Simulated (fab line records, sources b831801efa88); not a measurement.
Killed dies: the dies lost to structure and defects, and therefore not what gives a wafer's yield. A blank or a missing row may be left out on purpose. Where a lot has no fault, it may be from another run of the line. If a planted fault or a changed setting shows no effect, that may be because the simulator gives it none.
The tool behind it: which one? + flow sky130 + Sampling: 14 lots, 42 wafers, 3 of 708 route steps

WHAT THE GAUGES SHOWED, per wafer
SKY_VIA1_THK_MEAS_23: measures by xrf.
| lot  | measured     | on            | VIA1_W_THK (nm) |
|------|--------------|---------------|-----------------|
| L904 | day 34 01:44 | film_metro-04 | 291 284 285     |
| L905 | day 34 07:53 | film_metro-04 | 277 272 275     |
| L906 | day 35 01:31 | film_metro-03 | 280 278 282     |
| L907 | day 35 02:10 | film_metro-02 | 283 288 277     |
| L909 | day 36 00:22 | film_metro-03 | 274 273 273     |
| L912 | day 36 13:12 | film_metro-02 | 272 273 271     |
| L914 | day 36 23:12 | film_metro-02 | 275 273 273     |
| L915 | day 37 19:19 | film_metro-03 | 280 279 280     |
| L916 | day 38 04:08 | film_metro-02 | 266 270 268     |
| L917 | day 38 09:39 | film_metro-02 | 274 272 271     |
| L918 | day 38 10:59 | film_metro-02 | 277 280 279     |
| L919 | day 38 15:49 | film_metro-03 | 281 287 281     |
| L920 | day 39 01:47 | film_metro-02 | 278 282 284     |
| L927 | day 40 23:05 | film_metro-04 | 280 282 282     |

SKY_VIA2_OVL_MEAS_13.
| lot  | measured     | on         | VIA2_OVL (nm) |
|------|--------------|------------|---------------|
| L904 | day 36 08:51 | overlay-02 | 11 3 5        |
| L905 | day 36 14:41 | overlay-02 | 8 -2 6        |
| L906 | day 37 07:28 | overlay-01 | 2 4 5         |
| L907 | day 37 08:26 | overlay-02 | 2 10 6        |
| L909 | day 38 05:19 | overlay-01 | 1 1 1         |
| L912 | day 38 19:19 | overlay-02 | -4 2 2        |
| L914 | day 39 05:14 | overlay-01 | -1 1 3        |
| L915 | day 39 23:07 | overlay-01 | -1 -9 -2      |
| L916 | day 40 08:22 | overlay-01 | -1 1 -1       |
| L917 | day 40 12:49 | overlay-01 | -1 6 5        |
| L918 | day 40 14:16 | overlay-02 | 8 8 -1        |
| L919 | day 40 18:53 | overlay-02 | -9 2 2        |
| L920 | day 41 03:07 | overlay-02 | 8 -4 7        |
| L927 | day 42 23:47 | overlay-01 | 12 0 -6       |

EACH LOT AND THE TOOL THAT RAN IT (in order: tool; ch and the chambers of the sampled wafers; start)
| lot  | SKY_METAL2_SPUTTER_02        |
|------|------------------------------|
| L904 | pvd_sputter-01, day 34 02:08 |
| L905 | pvd_sputter-01, day 34 08:17 |
| L906 | pvd_sputter-01, day 35 01:53 |
| L907 | pvd_sputter-02, day 35 02:34 |
| L909 | pvd_sputter-01, day 36 00:44 |
| L912 | pvd_sputter-02, day 36 13:35 |
| L914 | pvd_sputter-03, day 36 23:36 |
| L915 | pvd_sputter-01, day 37 19:44 |
| L916 | pvd_sputter-01, day 38 04:32 |
| L917 | pvd_sputter-02, day 38 10:04 |
| L918 | pvd_sputter-01, day 38 11:23 |
| L919 | pvd_sputter-01, day 38 16:14 |
| L920 | pvd_sputter-03, day 39 02:11 |
| L927 | pvd_sputter-03, day 40 23:29 |
- SKY_METAL2_SPUTTER_02: material AlCu, target thk 250 nm, time 13.3 s.

AS READ BY THE TOOLS THEMSELVES (means over the sampled wafers that have a number; for cases with no such wafer, the mark the record gives instead)
SKY_METAL2_SPUTTER_02.
| lot  | tool           | throttle_valve_pct (%) |
|------|----------------|------------------------|
| L904 | pvd_sputter-01 | 29.5                   |
| L905 | pvd_sputter-01 | 30.2                   |
| L906 | pvd_sputter-01 | 30.0                   |
| L907 | pvd_sputter-02 | 29.3                   |
| L909 | pvd_sputter-01 | 30.7                   |
| L912 | pvd_sputter-02 | 29.5                   |
| L914 | pvd_sputter-03 | 29.6                   |
| L915 | pvd_sputter-01 | 28.7                   |
| L916 | pvd_sputter-01 | 29.5                   |
| L917 | pvd_sputter-02 | 29.1                   |
| L918 | pvd_sputter-01 | 29.1                   |
| L919 | pvd_sputter-01 | 29.3                   |
| L920 | pvd_sputter-03 | 29.4                   |
| L927 | pvd_sputter-03 | 29.4                   |

THE ANSWER, worked out from the rows above alone
Rule: usual is defined by the lots themselves. The widest of any qualifying gaps counts: lots, ordered by their means at a reading, are off when they make up no more than a third of the lots, leave a main group of 4 or more, and stand apart from it by 3 or more times the standard deviation of that group's means. A main group whose means are all the same, to the digits that the tables above print for the reading, isn't used. A lot without any number at a reading at which 4 lots or more have one is off too. Any other lot the step has rows for is counted as sound. After the gauges, taken in route order, come the tools' own readings; for these a lot's mean is taken, as printed above. The first step at which some lot is off is used, and at that step the reading that is off furthest; a lot without a number counts as furthest.
Nothing can be told from this: no lot is off at any reading shown.

WHAT THE SIMULATOR HAD PUT IN
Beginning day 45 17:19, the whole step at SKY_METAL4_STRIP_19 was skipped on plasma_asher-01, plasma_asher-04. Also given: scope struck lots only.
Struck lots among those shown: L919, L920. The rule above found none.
